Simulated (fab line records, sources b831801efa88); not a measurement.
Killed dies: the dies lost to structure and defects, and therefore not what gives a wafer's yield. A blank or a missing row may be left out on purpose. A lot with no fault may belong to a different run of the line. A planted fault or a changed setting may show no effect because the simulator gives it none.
fab line records    flow sky130    part 2 of 2: steps 26 to 34 of 34
[record] lots = 5  wafers = 15  last_day = 49
route steps=708 shown VIA4@650 METAL5@661 PASSIVATION@681
lots that met no fault: taken from a fault-free run of the same line
start_h: hours from the record's opening day to when the first of the lot's shown wafers began    wait_h: time in hours since the lot's previous step    " unchanged from the row above    L1.1+2: one row covering several wafers at once    - either no value or no given start    * or withheld: withheld    < > ~ a bound
route shown NAME@n: a module of which the file shows steps, and the number in the route of the first    usual: mean and standard deviation over wafers with no fault    same: alike in all rows    chamber/n: place in a boat    sites: each site's reading    _std_site: standard deviation across them    _edge_site: outer sites' mean less inner sites'    radius_mm: how far each site lies from the wafer's centre    mask NAME#n: copy n    behind: the most recent tool/chamber to have shaped the wafer    hold: the reason the lot was held/the length of the hold in hours/how it ended    device: names the non-switching transistor (n, p or np)    end of line: tests run on the same wafers once the route is complete    a step without rows: its recipe alone    killed: not the wafer's yield, but the dies lost to structure and defects at the first sort    map: dies across one wafer; x = killed, . = not, _ = none there
set.NAME: setting as actually run; set.NAME@STEP: the setting as run at that earlier step    model.NAME: the simulator's own value behind a step, which no gauge read
lots at selected steps of the route; one table per step, one row per wafer
services: the hour from which a tool's chamber was out of use, counted from the record's first day as start_h (under 0 if before that day), plus the number of hours and why
[[steps]]
[step SKY_METAL5_DESCUM_14]
[recipe] chemistry = O2  source_power_w = 150  bias_power_w = 0  pressure_mtorr = 10  temp_c = 40  time_s = 11
[usual] drypump_motor_current_A = 5.6/0.33  oes_product_au = 0.997/0.013
[same] bias_power_w = 0
lot.wafer  tool          chamber  start_h  wait_h  drypump_motor_current_A  oes_product_au  rf_hours_counter_h
L077.4     rie_metal-01  1        1057.13  0.1     5.7                      0.989           -
L077.5     "             1        "        "       5.7                      0.993           -
L077.6     "             0        "        "       6.1                      1.027           -
L078.3     rie_metal-02  0        1058.93  0.1     5.0                      0.982           -
L078.4     "             1        "        "       5.5                      0.993           -
L078.6     "             1        "        "       5.5                      0.992           -
L081.3     rie_metal-01  0        1071.92  0.1     6.1                      1.012           -
L081.4     "             1        "        "       5.7                      0.970           -
L081.5     "             1        "        "       5.7                      0.972           -
L082.2     rie_metal-02  0        1088.86  0.1     5.0                      0.995           20
L082.4     "             1        "        "       5.5                      0.997           -
L082.5     "             0        "        "       5.0                      0.986           -
L094.1     rie_metal-02  1        1147.01  0.1     5.6                      1.004           14
L094.4     "             0        "        "       5.1                      0.987           -
L094.6     "             1        "        "       5.5                      1.007           -
[step SKY_METAL5_METAL_ETCH_15]
[recipe] target_depth_a = 12600  stop_on = SiO2  over_etch_frac = 0.2  time_s = 252  chemistry = Cl2/BCl3  resist_sidewall_deg = 86  pressure_mtorr = 10  icp_w = 900  bias_w = 48.5  Cl2_flow_sccm = 60  bcl3_flow_sccm = 30
[usual] drypump_motor_current_A = 5.6/0.34  oes_product_au = 0.894/0.0049  throttle_valve_pct = 22.264/0.008
lot.wafer  tool          chamber  start_h  wait_h  drypump_motor_current_A  oes_product_au  rf_hours_counter_h  throttle_valve_pct
L077.4     rie_metal-01  1        1057.23  0.1     5.7                      0.891           -                   22.272
L077.5     "             1        "        "       5.7                      0.881           -                   22.257
L077.6     "             0        "        "       6.1                      0.885           -                   22.274
L078.3     rie_metal-02  0        1059.03  0.1     5.1                      0.892           -                   22.279
L078.4     "             1        "        "       5.6                      0.894           -                   22.252
L078.6     "             1        "        "       5.6                      0.892           -                   22.261
L081.3     rie_metal-01  0        1072.02  0.1     6.1                      0.898           -                   22.256
L081.4     "             1        "        "       5.7                      0.893           -                   22.258
L081.5     "             1        "        "       5.7                      0.889           -                   22.260
L082.2     rie_metal-02  0        1088.90  0.0     5.1                      0.891           20                  22.265
L082.4     "             1        "        "       5.5                      0.889           -                   22.261
L082.5     "             0        "        "       5.1                      0.893           -                   22.262
L094.1     rie_metal-02  1        1147.06  0.0     5.5                      0.898           15                  22.257
L094.4     "             0        "        "       5.0                      0.899           -                   22.260
L094.6     "             1        "        "       5.5                      0.891           -                   22.264
[step SKY_METAL5_STRIP_16]
[recipe] chemistry = O2/N2  power_w = 1400  pressure_mtorr = 1500  platen_temp_c = withheld  o2_flow_sccm = 3000  n2_flow_sccm = 300  overash_fraction = 0.5
[usual] drypump_motor_current_A = 5.94/0.27  oes_product_au = 0.710/0.0049  strip_time_to_endpoint_s = 13.11/0.16
lot.wafer  tool             chamber  start_h  wait_h  drypump_motor_current_A  oes_product_au  rf_hours_counter_h  strip_time_to_endpoint_s
L077.4     plasma_asher-03  0        1057.42  0.1     5.67                     0.720           -                   13.24
L077.5     "                1        "        "       6.15                     0.700           -                   13.21
L077.6     "                0        "        "       5.66                     0.713           -                   12.88
L078.3     plasma_asher-03  0        1059.22  0.1     5.65                     0.715           -                   13.23
L078.4     "                1        "        "       6.15                     0.709           -                   13.16
L078.6     "                0        "        "       5.66                     0.707           -                   13.15
L081.3     plasma_asher-01  0        1072.21  0.1     6.32                     0.710           -                   12.82
L081.4     "                1        "        "       5.64                     0.715           -                   13.29
L081.5     "                0        "        "       6.31                     0.704           -                   13.25
L082.2     plasma_asher-03  0        1089.13  0.2     5.65                     0.716           34                  13.26
L082.4     "                0        "        "       5.64                     0.709           -                   13.23
L082.5     "                0        "        "       5.65                     0.708           -                   13.23
L094.1     plasma_asher-04  0        1147.37  0.2     6.04                     0.704           72                  12.94
L094.4     "                1        "        "       5.90                     0.714           -                   13.13
L094.6     "                1        "        "       5.90                     0.711           -                   13.06
[step SKY_METAL5_STRIP_17]
[recipe] chemistry = post_etch_residue_remover  time_s = 1200  temp_c = 72.5
lot.wafer   tool          chamber  start_h  wait_h
L077.4+5+6  wet_bench-03  0        1057.48  0.0
L078.3+4+6  wet_bench-02  2        1059.28  0.0
L081.3+4+5  wet_bench-01  0        1072.28  0.0
L082.2+4+5  wet_bench-03  0        1089.23  0.1
L094.1+4+6  wet_bench-01  3        1147.47  0.1
[step SKY_METAL5_CLEAN_18]
[recipe] chemistry = IPA  time_s = 180  temp_c = 25
lot.wafer   tool          chamber  start_h  wait_h
L077.4+5+6  wet_bench-03  0        1057.86  0.0
L078.3+4+6  wet_bench-03  1        1059.62  0.0
L081.3+4+5  wet_bench-01  2        1072.65  0.0
L082.2+4+5  wet_bench-03  3        1089.59  0.0
L094.1+4+6  wet_bench-02  0        1147.82  0.0
[step SKY_METAL5_CLEAN_19]
[recipe] chemistry = O3/DIW  dry = n2_spin
lot.wafer   tool          chamber  start_h  wait_h
L077.4+5+6  wet_bench-03  3        1057.92  0.0
L078.3+4+6  wet_bench-02  2        1059.69  0.0
L081.3+4+5  wet_bench-01  3        1072.72  0.0
L082.2+4+5  wet_bench-03  1        1089.65  0.0
L094.1+4+6  wet_bench-03  3        1147.87  0.0
[step SKY_PASSIVATION_CVD_00]
[recipe] material = SiO2  target_thk_nm = 90  temp_c = 400  time_s = withheld  rf_w = 600
[usual] heater_power_w = 666/110  susceptor_temp_C = 399.99/0.24
lot.wafer  tool      chamber  start_h  wait_h  heater_power_w  susceptor_temp_C
L077.4     pecvd-01  1        1058.03  0.0     662             399.77
L077.5     "         0        "        "       685             400.10
L077.6     "         2        "        "       707             400.04
L078.3     pecvd-01  2        1059.78  0.0     588             400.23
L078.4     "         0        "        "       692             399.70
L078.6     "         2        "        "       599             400.02
L081.3     pecvd-04  2        1072.82  0.0     486             400.12
L081.4     "         1        "        "       887             399.94
L081.5     "         2        "        "       499             400.01
L082.2     pecvd-04  2        1089.74  0.0     535             399.93
L082.4     "         1        "        "       731             399.71
L082.5     "         2        "        "       535             399.94
L094.1     pecvd-04  2        1147.97  0.0     590             399.94
L094.4     "         0        "        "       569             400.20
L094.6     "         1        "        "       837             400.22
[step SKY_PASSIVATION_THK_MEAS_01]
[recipe] reads = SiO2_of_PASSIVATION_CVD_00
[usual] PASSIVATION_CVD_00_THK = 90.1/1.3
lot.wafer  tool           chamber  start_h  wait_h  PASSIVATION_CVD_00_THK[nm]
L077.4     film_metro-03  -        1058.07  -       89.0
L077.5     "              -        "        "       89.9
L077.6     "              -        "        "       90.8
L078.3     film_metro-04  -        1059.82  -       91.1
L078.4     "              -        "        "       90.5
L078.6     "              -        "        "       93.0
L081.3     film_metro-04  -        1072.86  -       91.0
L081.4     "              -        "        "       92.6
L081.5     "              -        "        "       93.1
L082.2     film_metro-01  -        1089.77  -       90.3
L082.4     "              -        "        "       90.2
L082.5     "              -        "        "       91.7
L094.1     film_metro-01  -        1147.99  -       91.0
L094.4     "              -        "        "       91.5
L094.6     "              -        "        "       90.7
[step SKY_PASSIVATION_CVD_02]
[recipe] material = Si3N4  target_thk_nm = 540  temp_c = 400  time_s = withheld  rf_w = 450
[usual] heater_power_w = 716/110  susceptor_temp_C = 399.98/0.24
lot.wafer  tool      chamber  start_h  wait_h  heater_power_w  susceptor_temp_C
L077.4     pecvd-04  2        1058.21  0.1     514             400.18
L077.5     "         0        "        "       562             400.02
L077.6     "         1        "        "       950             399.74
L078.3     pecvd-04  2        1059.86  0.0     602             400.12
L078.4     "         1        "        "       897             399.62
L078.6     "         2        "        "       619             400.29
L081.3     pecvd-01  2        1072.90  0.0     744             400.22
L081.4     "         2        "        "       761             400.37
L081.5     "         0        "        "       685             400.04
L082.2     pecvd-01  1        1089.82  0.0     736             400.02
L082.4     "         1        "        "       760             400.18
L082.5     "         0        "        "       720             400.25
L094.1     pecvd-02  2        1148.05  0.1     667             399.85
L094.4     "         1        "        "       678             399.99
L094.6     "         2        "        "       692             399.78
[[services]]
tool              chamber  start_h  hours  kind
iline_stepper-01  -        1012.69  1.7    pm
wet_bench-03      -        1018.05  15.3   repair
rie_metal-01      1        1027.81  12.4   repair
iline_stepper-02  -        1041.93  1.7    pm
pvd_sputter-02    -        1047.64  4.9    repair
rie_metal-01      -        1050.84  0.1    repair
plasma_asher-01   -        1055.25  9.0    pm
cmp-02            -        1058.96  8.2    pm
rie_metal-02      -        1059.96  1.4    pm
pvd_sputter-01    -        1063.41  7.6    repair
rie_diel-04       2        1068.15  3.8    repair
cmp-02            -        1068.67  4.4    repair
cvd_w-02          -        1069.59  1.1    repair
pvd_sputter-01    -        1079.57  3.6    repair
wet_bench-01      -        1083.39  7.9    repair
pvd_sputter-03    -        1085.15  4.0    repair
plasma_asher-03   -        1091.59  3.1    repair
pvd_sputter-02    -        1103.67  3.2    repair
plasma_asher-03   -        1111.84  4.3    pm
cmp-01            -        1112.05  1.0    repair
cmp-01            -        1119.14  1.0    repair
pecvd-01          -        1124.41  2.8    pm
wet_bench-02      -        1130.46  1.9    pm
plasma_asher-03   -        1140.41  1.0    repair
